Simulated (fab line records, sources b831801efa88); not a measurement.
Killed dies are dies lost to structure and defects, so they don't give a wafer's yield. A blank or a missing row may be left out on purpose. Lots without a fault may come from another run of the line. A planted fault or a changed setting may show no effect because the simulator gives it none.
One fault seen from 2 desks | flow gf180mcu | each desk has only its own numbers; what lay behind them comes last

THE TOOL OWNER'S DESK: litho_track-02
The tool's own readings at GF_HV_LDD_COAT_02 (resist thk 1000 nm): means of the sampled wafers that have a number, for each lot that ran on this tool. A lot is out of limits, marked OUT, if its mean lies more than 4 standard deviations from the usual mean; the brackets give that distance.
Columns: A = chill_plate_temp_C at GF_HV_LDD_COAT_02, usual 23.00 C
lot  | first seen here | A
L146 | day 9 23:14     | 22.93
L149 | day 11 02:36    | 22.92
L152 | day 12 02:20    | 22.96
L153 | day 12 04:44    | 22.86
L155 | day 12 15:27    | 23.13
L168 | day 16 14:08    | 23.00
This desk's finding: nothing out of limits on any of the 6 lots.

THE METROLOGY DESK
What the gauges read, lot by lot, whatever tool the lot ran on: means of the sampled wafers that have a number. A lot is out of limits, marked OUT, if its mean lies more than 4 standard deviations from the usual mean; the brackets give that distance.
Columns: A = VT_IMPLANT_02_OVL at GF_VT_IMPLANT_OVL_MEAS_29, usual -0.1 nm; B = cd_nm at GF_SAB_CD_MEAS_09, usual 420.1 nm
lot  | first seen here | A    | B
L145 | day 6 16:52     | 0.8  | 421.7
L146 | day 7 05:04     | -0.2 | 418.2
L147 | day 7 08:31     | -1.1 | 419.5
L149 | day 8 05:17     | -0.4 | 421.1
L151 | day 8 18:20     | -2.7 | 416.9
L152 | day 9 02:44     | 0.4  | 424.2
L153 | day 9 03:37     | 0.2  | 421.5
L155 | day 9 12:59     | -1.0 | 418.5
L156 | day 10 01:50    | 2.0  | 419.8
L162 | day 11 11:07    | -0.8 | 417.8
L165 | day 12 07:49    | 0.5  | 421.3
L167 | day 12 21:55    | -0.5 | 419.8
L168 | day 13 04:19    | -2.2 | 422.0
This desk's finding: nothing out of limits on any of the 13 lots.

PUT TOGETHER
The tool owner's desk saw nothing out of limits.
The metrology desk saw nothing out of limits.

WHAT THE SIMULATOR HAD PUT IN
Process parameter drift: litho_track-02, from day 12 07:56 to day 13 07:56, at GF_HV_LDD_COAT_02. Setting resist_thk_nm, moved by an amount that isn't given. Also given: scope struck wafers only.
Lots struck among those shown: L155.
